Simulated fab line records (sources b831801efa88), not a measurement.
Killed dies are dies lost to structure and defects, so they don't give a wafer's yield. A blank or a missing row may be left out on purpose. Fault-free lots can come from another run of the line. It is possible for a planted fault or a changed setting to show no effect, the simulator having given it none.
fab line records    flow sfqLine
record: lots: 15  wafers: 45  lastDay: 77
route steps=325 shown I0@44 M6@261 I6@276 M7@294
lots that met no fault: taken from a fault-free run of the same line
startH: the number of hours between the record's first day and the start of the first shown wafer of the lot    waitH: how many hours have passed since the lot's step before this one    " identical to the entry in the row above    L1.1+2: a row that stands for several wafers    - no value, or no start was given    * or withheld: withheld    < > ~ a bound
route shown NAME@n: NAME is a module with steps in the file, n the number in the route of the first one    usual: average and standard deviation across the fault-free wafers    same: alike in all rows    chamber/n: place in a boat    sites: readings site by site    _std_site: standard deviation of those values    _edge_site: the outer-site mean with the inner-site mean subtracted    radiusMm: how far each site lies from the wafer's centre    mask NAME#n: copy n    behind: the tool/chamber that last shaped the wafer    hold: reason for holding the lot/hours on hold/outcome of the hold    device: which transistor (n, p or np) failed to switch    end of line: at the end of the route, the tests of the same wafers    for a step that has no rows: nothing shown but its recipe    killed: dies lost to structure and defects at the first sort, not the wafer's yield    map: dies across one wafer; x = killed, . = not, _ = none there
set.NAME: the run value of the setting; set.NAME@STEP: its run value at that earlier step    model.NAME: the simulator's own value behind a step, which no gauge read
one table for each step of the route and one row for each wafer, over a sample of lots
services: a tool's chamber out of use, with start hour (startH, from the record's first day; less than 0 if before it), hours out, and reason
== steps ==
step: SFQ_TRILAYER_I0_CMP_CMP_028
recipe: material: SiO2  downForcePsi: 3  platenRpm: 60  padVelocityMS: 0.94248
usual: motorCurrentA: 9.8/0.74  slurryFilterDpKPa: 13.49/0.13  timeToEndpointS: 216/8.2
lot.wafer  tool    chamber  startH  waitH  motorCurrentA  slurryFilterDpKPa  timeToEndpointS
L915.3     cmp-02  0        162.89  5.3    10.0           13.59              220
L915.2     "       2        163.89  6.3    10.1           13.49              225
L915.5     "       0        164.89  7.2    10.0           13.49              232
L916.4     cmp-02  3        171.39  4.1    11.1           13.26              222
L916.2     "       2        172.89  5.7    9.9            13.61              218
L916.6     "       3        "       "      10.9           13.25              220
L917.3     cmp-01  0        173.27  0.0    9.4            13.46              215
L917.1     "       1        "       "      9.6            13.59              212
L917.6     "       1        175.77  2.5    9.2            13.34              209
L918.2     cmp-01  3        179.77  1.0    9.0            13.32              208
L918.1     "       0        "       "      9.3            13.39              204
L918.6     "       3        181.77  2.9    9.0            13.75              223
L919.3     cmp-02  0        180.49  0.8    9.8            13.57              216
L919.1     "       2        181.49  1.8    10.2           13.39              224
L919.5     "       0        182.49  2.8    9.4            13.55              225
L920.1     cmp-02  1        184.07  0.0    8.7            13.68              208
L920.2     "       2        "       "      10.0           13.26              216
L920.3     "       0        185.57  1.5    9.4            13.69              222
L921.3     cmp-02  2        194.74  1.5    10.5           13.51              220
L921.2     "       3        "       "      11.4           13.41              204
L921.5     "       2        196.74  3.5    10.2           13.46              229
L922.2     cmp-02  0        204.57  0.5    10.1           13.43              223
L922.1     "       1        "       "      8.9            13.55              208
L922.6     "       0        206.57  2.5    9.7            13.66              231
L923.3     cmp-02  0        217.01  0.5    9.5            13.48              217
L923.4     "       2        218.01  1.5    10.4           13.38              232
L923.5     "       3        "       "      11.4           13.49              223
L924.3     cmp-01  3        221.81  0.5    9.5            13.35              205
L924.1     "       0        "       "      9.6            13.61              211
L924.6     "       3        223.81  2.5    9.2            13.45              215
L925.3     cmp-01  3        233.63  4.4    9.3            13.74              197
L925.5     "       3        235.63  6.4    9.6            13.42              214
L925.6     "       0        "       "      9.4            13.31              206
L926.2     cmp-01  3        239.63  5.6    9.4            13.58              198
L926.1     "       2        241.13  7.1    9.5            13.30              203
L926.6     "       3        "       "      9.2            13.61              201
L927.2     cmp-02  3        244.15  4.1    11.1           13.40              210
L927.5     "       0        "       "      10.2           13.47              209
L927.6     "       1        "       "      9.1            13.46              202
L928.4     cmp-01  3        254.63  6.6    9.6            13.29              210
L928.2     "       2        256.13  8.2    9.8            13.52              212
L928.6     "       3        "       "      9.3            13.67              204
L938.2     cmp-01  3        318.13  5.1    9.5            13.56              202
L938.5     "       2        319.63  6.5    10.1           13.59              220
L938.6     "       3        "       "      9.7            13.33              212
step: SFQ_I0_BOW_MEAS_907
recipe: mode: bow
usual: I0_BOW: 0/7.3
lot.wafer  tool          chamber  startH  waitH  I0_BOW[um]
L915.2     filmMetro-04  -        165.41  1.0    -3
L915.3     "             -        "       "      4
L915.5     "             -        "       "      -1
L916.2     filmMetro-01  -        174.41  1.0    3
L916.4     "             -        "       "      0
L916.6     "             -        "       "      7
L917.1     filmMetro-04  -        176.27  2.0    9
L917.3     "             -        "       "      1
L917.6     "             -        "       "      12
L918.1     filmMetro-01  -        182.27  1.5    5
L918.2     "             -        "       "      8
L918.6     "             -        "       "      -3
L919.1     filmMetro-04  -        183.49  1.5    6
L919.3     "             -        "       "      8
L919.5     "             -        "       "      8
L920.1     filmMetro-01  -        187.07  2.5    -5
L920.2     "             -        "       "      5
L920.3     "             -        "       "      -11
L921.2     filmMetro-01  -        197.26  1.5    -4
L921.3     "             -        "       "      8
L921.5     "             -        "       "      4
L922.1     filmMetro-01  -        207.07  1.5    -3
L922.2     "             -        "       "      -3
L922.6     "             -        "       "      -8
L923.3     filmMetro-04  -        219.55  2.0    6
L923.4     "             -        "       "      11
L923.5     "             -        "       "      3
L924.1     filmMetro-02  -        224.31  1.5    -4
L924.3     "             -        "       "      4
L924.6     "             -        "       "      6
L925.3     filmMetro-04  -        236.67  2.5    5
L925.5     "             -        "       "      -3
L925.6     "             -        "       "      7
L925.3     filmMetro-04  -        237.99  1.3    -
L925.5     "             -        "       "      -
L925.6     "             -        "       "      -
L926.1     filmMetro-01  -        242.63  1.0    9
L926.2     "             -        "       "      -2
L926.6     "             -        "       "      5
L926.1     filmMetro-01  -        243.95  1.3    -
L926.2     "             -        "       "      -
L926.6     "             -        "       "      -
L927.2     filmMetro-02  -        245.67  1.0    -11
L927.5     "             -        "       "      8
L927.6     "             -        "       "      -4
L928.2     filmMetro-02  -        257.65  1.0    0
L928.4     "             -        "       "      -12
L928.6     "             -        "       "      -2
L928.2     filmMetro-02  -        258.97  1.3    -
L928.4     "             -        "       "      -
L928.6     "             -        "       "      -
L938.2     filmMetro-02  -        320.65  2.0    -6
L938.5     "             -        "       "      8
L938.6     "             -        "       "      -2
step: SFQ_TRILAYER_I0_METRO_MEASURE_029
usual: thkNm: 200.2/1.4
lot.wafer  tool          chamber  startH  waitH  thkNm
L915.2     filmMetro-04  -        165.71  0.3    202.0
L915.3     "             -        "       "      201.5
L915.5     "             -        "       "      200.7
L916.2     filmMetro-01  -        174.71  0.3    201.6
L916.4     "             -        "       "      200.7
L916.6     "             -        "       "      199.6
L917.1     filmMetro-04  -        176.39  0.1    199.7
L917.3     "             -        "       "      201.4
L917.6     "             -        "       "      198.0
L918.1     filmMetro-01  -        182.39  0.1    200.3
L918.2     "             -        "       "      198.5
L918.6     "             -        "       "      197.8
L919.1     filmMetro-04  -        183.61  0.1    200.7
L919.3     "             -        "       "      201.2
L919.5     "             -        "       "      200.6
L920.1     filmMetro-01  -        187.19  0.1    199.7
L920.2     "             -        "       "      201.4
L920.3     "             -        "       "      200.3
L921.2     filmMetro-01  -        197.56  0.3    200.7
L921.3     "             -        "       "      202.9
L921.5     "             -        "       "      202.4
L922.1     filmMetro-01  -        207.19  0.1    199.2
L922.2     "             -        "       "      202.3
L922.6     "             -        "       "      199.6
L923.3     filmMetro-04  -        220.03  0.5    202.2
L923.4     "             -        "       "      202.4
L923.5     "             -        "       "      201.0
L924.1     filmMetro-02  -        224.43  0.1    199.4
L924.3     "             -        "       "      198.1
L924.6     "             -        "       "      198.5
L925.3     filmMetro-04  -        244.51  6.5    215.3
L925.5     "             -        "       "      215.0
L925.6     "             -        "       "      217.0
L925.3     filmMetro-04  -        245.88  1.2    215.4
L925.5     "             -        "       "      215.0
L925.6     "             -        "       "      216.9
L927.2     filmMetro-02  -        245.97  0.3    198.9
L927.5     "             -        "       "      201.1
L927.6     "             -        "       "      198.2
L926.1     filmMetro-02  -        246.97  3.0    217.1
L926.2     "             -        "       "      214.7
L926.6     "             -        "       "      214.8
L926.1     filmMetro-02  -        248.34  1.2    217.0
L926.2     "             -        "       "      214.8
L926.6     "             -        "       "      214.5
L928.2     filmMetro-01  -        261.14  2.1    214.9
L928.4     "             -        "       "      213.0
L928.6     "             -        "       "      212.7
L928.2     filmMetro-01  -        262.51  1.2    215.0
L928.4     "             -        "       "      212.9
L928.6     "             -        "       "      213.0
L938.2     filmMetro-02  -        320.95  0.3    199.2
L938.5     "             -        "       "      201.8
L938.6     "             -        "       "      200.1
step: SFQ_TRILAYER_I0_VIA_ETCH_VIA_ETCH_034
recipe: target: SiO2  stopOn: Nb  maskMaterial: PR  taperDeg: 20  chemistry: CHF3  targetDepthNm: 260  sourceW: 500  biasW: 80  pressureMtorr: 30  timeS: withheld
usual: drypumpMotorCurrentA: 5.7/0.42  oesProductAu: 0.855/0.0053
lot.wafer  tool        chamber  startH  waitH  drypumpMotorCurrentA  oesProductAu
L915.2     rieDiel-02  1        221.48  0.0    6.1                   0.860
L915.3     "           2        "       "      6.1                   0.859
L915.5     "           2        "       "      6.1                   0.853
L916.2     rieDiel-04  2        233.48  0.0    5.9                   0.859
L916.4     "           1        "       "      5.8                   0.857
L916.6     "           2        "       "      5.8                   0.853
L917.1     rieDiel-01  2        234.68  0.0    6.1                   0.855
L917.3     "           0        "       "      4.8                   0.860
L917.6     "           3        "       "      5.8                   0.851
L918.1     rieDiel-01  3        239.48  0.0    5.7                   0.858
L918.2     "           1        "       "      5.8                   0.850
L918.6     "           2        "       "      6.1                   0.852
L919.1     rieDiel-04  3        243.08  0.0    5.8                   0.861
L919.3     "           0        "       "      5.7                   0.862
L919.5     "           1        "       "      5.8                   0.858
L920.1     rieDiel-04  2        248.63  0.0    5.8                   0.851
L920.2     "           3        "       "      5.8                   0.854
L920.3     "           0        "       "      5.7                   0.855
L921.2     rieDiel-01  2        258.23  0.0    6.1                   0.856
L921.3     "           0        "       "      4.7                   0.863
L921.5     "           0        "       "      4.8                   0.856
L922.1     rieDiel-01  0        270.13  0.0    4.8                   0.856
L922.2     "           1        "       "      5.8                   0.857
L922.6     "           3        "       "      5.7                   0.861
L923.3     rieDiel-01  1        284.48  0.0    5.8                   0.857
L923.4     "           2        "       "      6.1                   0.860
L923.5     "           0        "       "      4.8                   0.854
L924.1     rieDiel-01  1        290.48  0.0    5.9                   0.857
L924.3     "           3        "       "      5.8                   0.856
L924.6     "           0        "       "      4.8                   0.860
L925.3     rieDiel-01  2        303.68  0.0    6.1                   0.892
L925.5     "           1        "       "      5.9                   0.887
L925.6     "           2        "       "      6.1                   0.894
L926.1     rieDiel-02  3        307.28  0.0    5.8                   0.891
L926.2     "           0        "       "      6.0                   0.895
L926.6     "           0        "       "      6.0                   0.885
L927.2     rieDiel-01  0        313.28  0.0    4.8                   0.857
L927.5     "           0        "       "      4.8                   0.867
L927.6     "           2        "       "      6.1                   0.850
L928.2     rieDiel-01  2        325.28  0.0    6.1                   0.893
L928.4     "           3        "       "      5.7                   0.887
L928.6     "           3        "       "      5.8                   0.889
L938.2     rieDiel-04  0        382.88  0.0    5.7                   0.846
L938.5     "           0        "       "      5.7                   0.862
L938.6     "           3        "       "      5.8                   0.852
step: SFQ_M6_OVL_MEAS_940
usual: M6_OVL: -1/6.5
lot.wafer  tool        chamber  startH   waitH  M6_OVL[nm]
L915.2     overlay-01  -        1384.76  0.1    -7
L915.3     "           -        "        "      -7
L915.5     "           -        "        "      -7
L916.2     overlay-02  -        1393.16  0.1    -4
L916.4     "           -        "        "      1
L916.6     "           -        "        "      10
L917.1     overlay-02  -        1397.96  0.1    6
L917.3     "           -        "        "      5
L917.6     "           -        "        "      5
L918.1     overlay-02  -        1401.56  0.1    -1
L918.2     "           -        "        "      -4
L918.6     "           -        "        "      -8
L919.1     overlay-01  -        1427.96  0.1    9
L919.3     "           -        "        "      12
L919.5     "           -        "        "      11
L920.1     overlay-01  -        1429.16  0.1    -4
L920.2     "           -        "        "      2
L920.3     "           -        "        "      6
L921.2     overlay-01  -        1437.56  0.1    -17
L921.3     "           -        "        "      -13
L921.5     "           -        "        "      -7
L922.1     overlay-02  -        1441.16  0.1    0
L922.2     "           -        "        "      1
L922.6     "           -        "        "      -3
L923.3     overlay-02  -        1447.17  0.1    -8
L923.4     "           -        "        "      -16
L923.5     "           -        "        "      -13
L924.1     overlay-02  -        1448.36  0.1    0
L924.3     "           -        "        "      1
L924.6     "           -        "        "      -9
L925.3     overlay-01  -        1457.97  0.1    -3
L925.5     "           -        "        "      4
L925.6     "           -        "        "      4
L926.1     overlay-02  -        1468.33  0.1    0
L926.2     "           -        "        "      -9
L926.6     "           -        "        "      -3
L927.2     overlay-02  -        1479.14  0.1    -6
L927.5     "           -        "        "      -14
L927.6     "           -        "        "      -8
L928.2     overlay-02  -        1486.14  0.1    -2
L928.4     "           -        "        "      -4
L928.6     "           -        "        "      -10
L938.2     overlay-01  -        1557.19  0.1    -6
L938.5     "           -        "        "      0
L938.6     "           -        "        "      0
step: SFQ_I6_OVL_MEAS_942
usual: I6_OVL: -3/6.7
lot.wafer  tool        chamber  startH   waitH  I6_OVL[nm]
L915.2     overlay-02  -        1497.13  0.1    4
L915.3     "           -        "        "      6
L915.5     "           -        "        "      6
L916.2     overlay-02  -        1504.33  0.1    0
L916.4     "           -        "        "      -7
L916.6     "           -        "        "      -1
L917.1     overlay-02  -        1506.83  0.1    7
L917.3     "           -        "        "      6
L917.6     "           -        "        "      -12
L918.1     overlay-01  -        1513.93  0.1    -15
L918.2     "           -        "        "      -7
L918.6     "           -        "        "      -5
L919.1     overlay-02  -        1540.33  0.1    -4
L919.3     "           -        "        "      0
L919.5     "           -        "        "      -1
L920.1     overlay-02  -        1542.73  0.1    -10
L920.2     "           -        "        "      -5
L920.3     "           -        "        "      -10
L921.2     overlay-02  -        1551.13  0.1    2
L921.3     "           -        "        "      -4
L921.5     "           -        "        "      -10
L922.1     overlay-02  -        1553.53  0.1    1
L922.2     "           -        "        "      -7
L922.6     "           -        "        "      -1
L923.3     overlay-02  -        1563.14  0.1    3
L923.4     "           -        "        "      3
L923.5     "           -        "        "      -1
L924.1     overlay-02  -        1564.33  0.1    -2
L924.3     "           -        "        "      -4
L924.6     "           -        "        "      11
L925.3     overlay-02  -        1577.54  0.1    5
L925.5     "           -        "        "      7
L925.6     "           -        "        "      -3
L926.1     overlay-02  -        1583.53  0.1    -17
L926.2     "           -        "        "      -1
L926.6     "           -        "        "      2
L927.2     overlay-02  -        1591.93  0.1    -6
L927.5     "           -        "        "      -1
L927.6     "           -        "        "      0
L928.2     overlay-01  -        1595.08  0.1    1
L928.4     "           -        "        "      -5
L928.6     "           -        "        "      -1
L938.2     overlay-01  -        1654.46  0.1    -9
L938.5     "           -        "        "      -5
L938.6     "           -        "        "      -2
step: SFQ_TRILAYER_M7_STRIP_STRIP_181
recipe: gas: O2  powerW: 200  platenTempC: 40  overashFraction: 0.65  chemistry: O2  pressureMtorr: 50
usual: drypumpMotorCurrentA: 5.6/0.47  oesProductAu: 1.004/0.0098
lot.wafer  tool         chamber  startH   waitH  drypumpMotorCurrentA  oesProductAu  rfHoursCounterH
L915.2     rieMetal-01  1        1538.10  0.1    5.9                   0.999         86
L915.3     "            1        "        "      5.9                   0.994         -
L915.5     "            1        "        "      5.9                   0.991         -
L916.2     rieMetal-01  1        1546.60  0.1    5.8                   0.987         88
L916.4     "            0        "        "      5.0                   1.002         -
L916.6     "            0        "        "      5.0                   0.995         -
L917.1     rieMetal-01  1        1550.45  0.1    5.8                   0.980         88
L917.3     "            1        "        "      5.8                   0.982         -
L917.6     "            0        "        "      5.0                   0.980         -
L918.1     rieMetal-03  1        1556.20  0.1    5.3                   1.024         6
L918.2     "            0        "        "      5.1                   1.015         20
L918.6     "            0        "        "      5.1                   1.009         -
L919.1     rieMetal-01  1        1577.80  0.1    5.9                   1.011         94
L919.3     "            0        "        "      5.0                   1.009         -
L919.5     "            1        "        "      5.8                   1.004         -
L920.1     rieMetal-02  0        1579.00  0.1    6.4                   1.002         67
L920.2     "            1        "        "      5.6                   0.998         85
L920.3     "            0        "        "      6.4                   1.004         -
L921.2     rieMetal-03  0        1587.40  0.1    5.1                   1.012         26
L921.3     "            0        "        "      5.1                   1.015         -
L921.5     "            1        "        "      5.4                   1.016         -
L922.1     rieMetal-02  0        1590.21  0.1    6.4                   1.001         69
L922.2     "            1        "        "      5.6                   1.003         87
L922.6     "            0        "        "      6.3                   1.000         -
L923.3     rieMetal-03  0        1597.61  0.2    5.1                   1.017         -
L923.4     "            1        "        "      5.3                   1.017         -
L923.5     "            0        "        "      5.1                   1.012         -
L924.1     rieMetal-02  1        1598.61  0.1    5.6                   1.009         89
L924.3     "            0        "        "      6.4                   1.000         -
L924.6     "            0        "        "      6.3                   1.007         -
L925.3     rieMetal-02  1        1609.61  0.2    5.6                   0.997         -
L925.5     "            0        "        "      6.4                   1.006         -
L925.6     "            1        "        "      5.6                   0.993         -
L926.1     rieMetal-03  0        1615.41  0.1    5.1                   1.018         30
L926.2     "            1        "        "      5.3                   1.023         17
L926.6     "            1        "        "      5.3                   1.013         -
L927.2     rieMetal-02  1        1621.41  0.1    5.6                   1.011         92
L927.5     "            1        "        "      5.6                   1.005         -
L927.6     "            0        "        "      6.3                   1.003         -
L928.2     rieMetal-02  0        1623.81  0.1    6.3                   1.012         74
L928.4     "            1        "        "      5.6                   0.997         -
L928.6     "            1        "        "      5.6                   1.000         -
L938.2     rieMetal-01  1        1674.51  0.1    5.8                   1.007         109
L938.5     "            1        "        "      5.8                   1.009         -
L938.6     "            0        "        "      5.0                   0.990         -
== services ==
tool        chamber  startH   hours  kind
rieDiel-01  0        145.84   3.2    repair
rieDiel-01  1        177.23   4.8    repair
rieDiel-01  3        278.63   8.8    repair
rieDiel-01  3        384.32   9.5    repair
rieDiel-01  3        409.49   12.7   repair
rieDiel-01  1        421.99   2.0    repair
rieDiel-01  2        513.16   1.2    repair
rieDiel-01  -        706.52   2.8    pm
rieDiel-01  2        777.01   13.3   repair
rieDiel-01  -        862.14   2.6    repair
rieDiel-01  2        889.29   6.6    repair
rieDiel-01  0        953.37   3.8    repair
rieDiel-01  3        969.52   3.5    repair
rieDiel-01  2        1005.82  4.9    repair
rieDiel-01  3        1008.48  3.1    repair
rieDiel-01  1        1132.24  5.5    repair
rieDiel-01  3        1147.61  6.5    repair
rieDiel-01  0        1167.15  3.3    repair
rieDiel-01  -        1274.65  0.3    repair
rieDiel-01  3        1345.92  15.2   repair
rieDiel-01  0        1349.95  13.8   repair
rieDiel-01  0        1414.14  2.5    repair
rieDiel-01  -        1504.32  0.8    repair
rieDiel-01  2        1619.07  7.3    repair
== key ==
firstSign: step: SFQ_TRILAYER_I0_CMP_CMP_028  reading: timeToEndpointS  direction: down  sigmas: 1.4  usual: *  struck: *
effect: step: SFQ_I0_BOW_MEAS_907  reading: visit  direction: added
effect: step: SFQ_TRILAYER_I0_METRO_MEASURE_029  reading: visit  direction: added
effect: step: SFQ_TRILAYER_I0_METRO_MEASURE_029  reading: thkNm  direction: up  sigmas: 11  usual: 200.2  struck: 215.0
effect: step: SFQ_TRILAYER_I0_VIA_ETCH_VIA_ETCH_034  reading: oesProductAu  direction: up  sigmas: 6.7  usual: 0.855  struck: 0.890
metAt SFQ_TRILAYER_I0_CMP_CMP_028
struckLots L925,L926,L928
notActingAt SFQ_M6_OVL_MEAS_940,SFQ_I6_OVL_MEAS_942,SFQ_TRILAYER_M7_STRIP_STRIP_181
fault: kind: processParameterDrift  tool: cmp-01  chamber: -  onsetH: 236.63  steps: SFQ_TRILAYER_I0_CMP_CMP_028  channel: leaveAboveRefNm  offset: 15  shape: step  endH: 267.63  actsIn: theseRecipesOnly  stated: 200
